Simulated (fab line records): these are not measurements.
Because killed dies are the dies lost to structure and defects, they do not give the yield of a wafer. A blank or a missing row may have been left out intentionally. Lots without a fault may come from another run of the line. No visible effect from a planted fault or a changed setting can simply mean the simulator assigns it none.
The tool behind it: which one? | flow sky130 | 11 lots, 33 wafers sampled, at 6 steps of a route of 708

## WHAT THE GAUGES READ, wafer by wafer
SKY_PWDE_TW_MEAS_10. Usual: for PWDE_TW the level is 375 and the standard deviation is 3.1.
lot  | measured    | on            | PWDE_TW                 | flag
L689 | day 4 04:07 | film_metro-03 | 380 382 381             |
L690 | day 4 08:56 | film_metro-02 | 371 371 373             |
L692 | day 4 19:06 | film_metro-02 | 373 370 369             |
L693 | day 5 06:24 | film_metro-03 | 376 375 374             |
L696 | day 5 16:59 | film_metro-01 | 410 411 411 409 411 412 | OFF
L697 | day 6 00:08 | film_metro-03 | 377 376 375             |
L701 | day 6 23:00 | film_metro-01 | 407 406 407 406 409 409 | OFF
L704 | day 7 13:36 | film_metro-03 | 381 377 381             |
L706 | day 8 00:44 | film_metro-03 | 377 378 377             |
L710 | day 8 23:20 | film_metro-03 | 376 378 376             |
L711 | day 9 05:14 | film_metro-03 | 375 376 376             |

SKY_NWELL_RS_MEAS_31: measures by four-point-probe. Usual: for PWDE_RS the level is 5278 ohm/sq and the standard deviation is 14.
lot  | measured     | on            | PWDE_RS (ohm/sq)              | flag
L689 | day 5 15:35  | film_metro-01 | 5287 5258 5287                |
L690 | day 5 20:28  | film_metro-01 | 5243 5273 5270                |
L692 | day 6 09:44  | film_metro-02 | 5270 5253 5282                |
L693 | day 6 21:34  | film_metro-01 | 5313 5276 5277                |
L696 | day 7 08:26  | film_metro-01 | 4226 4227 4223 4215 4232 4227 | OFF
L697 | day 7 17:37  | film_metro-01 | 5293 5299 5279                |
L701 | day 8 16:34  | film_metro-03 | 4237 4233 4228 4240 4233 4226 | OFF
L704 | day 9 08:42  | film_metro-01 | 5256 5249 5264                |
L706 | day 9 20:04  | film_metro-02 | 5266 5264 5278                |
L710 | day 10 19:20 | film_metro-02 | 5273 5272 5287                |
L711 | day 11 01:45 | film_metro-02 | 5271 5288 5283                |

SKY_VT_ADJUST_NCORE_OVL_MEAS_08. Usual: for VT_ADJUST_NCORE_OVL the level is 0.3 nm and the standard deviation is 1.2.
lot  | measured     | on         | VT_ADJUST_NCORE_OVL (nm) | flag
L689 | day 9 00:38  | overlay-02 | 3.5 2.6 2.9              |
L690 | day 9 05:37  | overlay-02 | 0.5 0.9 -0.2             |
L692 | day 9 21:15  | overlay-01 | -0.8 -1.2 -0.6           |
L693 | day 10 08:53 | overlay-01 | 0.4 0.3 -0.5             |
L697 | day 11 07:07 | overlay-01 | 0.0 2.0 1.7              |
L704 | day 13 04:12 | overlay-01 | -1.8 -1.3 0.2            |
L706 | day 13 18:15 | overlay-01 | -1.6 0.6 0.8             |
L710 | day 14 22:32 | overlay-01 | 0.9 0.4 0.1              |
L711 | day 15 07:36 | overlay-01 | 0.4 1.3 -0.1             |

SKY_VT_ADJUST_NCORE_TW_MEAS_11. Usual: for VT_ADJUST_NCORE_TW the level is 217.3 and the standard deviation is 1.2.
lot  | measured     | on            | VT_ADJUST_NCORE_TW | flag
L689 | day 9 00:55  | film_metro-04 | 216.2 215.8 217.1  |
L690 | day 9 05:55  | film_metro-02 | 218.5 216.5 217.8  |
L692 | day 9 21:32  | film_metro-02 | 217.9 216.4 217.3  |
L693 | day 10 09:10 | film_metro-01 | 217.4 217.5 218.7  |
L697 | day 11 07:25 | film_metro-01 | 218.4 218.0 217.8  |
L704 | day 13 04:29 | film_metro-02 | 217.2 217.8 217.3  |
L706 | day 13 18:32 | film_metro-04 | 217.2 216.6 217.4  |
L710 | day 14 22:49 | film_metro-04 | 216.6 217.6 217.2  |
L711 | day 15 07:54 | film_metro-04 | 216.9 217.1 217.0  |

## EACH LOT AND THE TOOL THAT RAN IT (in order: tool; ch and the chambers of the sampled wafers; start)
lot  | SKY_DNWELL_STRIP_08                 | SKY_PWDE_IMPLANT_08
L689 | plasma_asher-04 ch 0,1, day 3 11:51 | implanter-02 ch 0, day 4 03:52
L690 | plasma_asher-02 ch 0,1, day 3 16:06 | implanter-04 ch 0, day 4 08:43
L692 | plasma_asher-04 ch 0,1, day 4 02:26 | implanter-04 ch 0, day 4 18:53
L693 | plasma_asher-02 ch 0, day 4 12:30   | implanter-03 ch 0, day 5 06:10
L696 | plasma_asher-02 ch 0,1, day 4 22:24 | implanter-03 ch 0, day 5 16:44
L697 | plasma_asher-02 ch 0,1, day 5 05:17 | implanter-02 ch 0, day 5 23:55
L701 | plasma_asher-02 ch 0,1, day 6 03:04 | implanter-03 ch 0, day 6 22:45
L704 | plasma_asher-03 ch 0,1, day 6 17:48 | implanter-02 ch 0, day 7 13:21
L706 | plasma_asher-04 ch 0,1, day 7 04:16 | implanter-04 ch 0, day 8 00:29
L710 | plasma_asher-02 ch 0,1, day 8 02:31 | implanter-02 ch 0, day 8 23:05
L711 | plasma_asher-04 ch 0,1, day 8 07:35 | implanter-03 ch 0, day 9 04:59
- SKY_DNWELL_STRIP_08: strips in O2/N2.
- SKY_PWDE_IMPLANT_08

## AS READ BY THE TOOLS THEMSELVES (means over the sampled wafers that have a number; for cases with no such wafer, the mark the record gives instead)
SKY_DNWELL_STRIP_08. Usual: chamber_pressure_mTorr 1499.8 mTorr, standard deviation 1.5; drypump_motor_current_A 5.62 A, standard deviation 0.29; oes_product_au 0.722 a.u., standard deviation 0.0047; strip_time_to_endpoint_s 36.88 s, standard deviation 0.12.
lot  | tool            | chamber_pressure_mTorr (mTorr) | drypump_motor_current_A (A) | oes_product_au (a.u.) | strip_time_to_endpoint_s (s) | flag
L689 | plasma_asher-04 | 1500.7                         | 5.85                        | 0.727                 | 36.92                        |
L690 | plasma_asher-02 | 1500.5                         | 5.52                        | 0.723                 | 36.99                        |
L692 | plasma_asher-04 | 1498.9                         | 5.80                        | 0.723                 | 36.92                        |
L693 | plasma_asher-02 | 1499.9                         | 5.55                        | 0.722                 | 36.79                        |
L696 | plasma_asher-02 | 1499.7                         | 5.48                        | 0.727                 | 37.05                        |
L697 | plasma_asher-02 | 1501.0                         | 5.49                        | 0.723                 | 36.84                        |
L701 | plasma_asher-02 | 1499.7                         | 5.53                        | 0.722                 | 36.85                        |
L704 | plasma_asher-03 | 1501.3                         | 5.44                        | 0.723                 | 36.72                        |
L706 | plasma_asher-04 | 1500.1                         | 5.83                        | 0.722                 | 36.98                        |
L710 | plasma_asher-02 | 1500.7                         | 5.48                        | 0.721                 | 37.01                        |
L711 | plasma_asher-04 | 1499.2                         | 5.76                        | 0.727                 | 37.12                        |

SKY_PWDE_IMPLANT_08. Usual: beam_on_s 10.00 s, standard deviation 0.22; dose_ions_cm2 3.601e+12, standard deviation 3.8e+09; faraday_current_uA 20.3, standard deviation 0.44.
lot  | tool         | beam_on_s (s) | dose_ions_cm2 | faraday_current_uA | flag
L689 | implanter-02 | 9.94          | 3.606e+12     | 20.4               |
L690 | implanter-04 | 10.03         | 3.602e+12     | 20.3               |
L692 | implanter-04 | 9.92          | 3.603e+12     | 20.5               |
L693 | implanter-03 | 10.05         | 3.599e+12     | 20.2               |
L696 | implanter-03 | 10.09         | 4.784e+12     | 26.7               | OFF
L697 | implanter-02 | 10.16         | 3.598e+12     | 20.0               |
L701 | implanter-03 | 9.95          | 4.775e+12     | 27.0               | OFF
L704 | implanter-02 | 10.06         | 3.604e+12     | 20.2               |
L706 | implanter-04 | 10.04         | 3.606e+12     | 20.3               |
L710 | implanter-02 | 9.79          | 3.594e+12     | 20.7               |
L711 | implanter-03 | 10.09         | 3.596e+12     | 20.1               |

## THE ANSWER, worked out from the rows above alone
Rule: a lot counts as off when the mean over its wafers that have a number is more than 3 standard deviations away from the usual mean. Also off: a lot with no number at a reading for which 4 or more lots have one. Any other lot the step has rows for is counted as sound. The gauges are gone through in route order, then the tools' own readings, and for those a lot's mean is taken as printed above. At the first step where some lot is off, the reading lying furthest off is the one used; lots without a number count as furthest.
Off: L696, L701, seen at SKY_PWDE_TW_MEAS_10 (PWDE_TW).
A tool fits if, at a process step before that reading, it ran every lot that is off, and no sound lot after the first of them. Not tried: the gauges at SKY_PWDE_TW_MEAS_10; whatever is off there is also off at SKY_PWDE_IMPLANT_08, on other tools, and gauge error can't account for it. None of those tried fits.

## WHAT HAD BEEN PUT IN BY THE SIMULATOR
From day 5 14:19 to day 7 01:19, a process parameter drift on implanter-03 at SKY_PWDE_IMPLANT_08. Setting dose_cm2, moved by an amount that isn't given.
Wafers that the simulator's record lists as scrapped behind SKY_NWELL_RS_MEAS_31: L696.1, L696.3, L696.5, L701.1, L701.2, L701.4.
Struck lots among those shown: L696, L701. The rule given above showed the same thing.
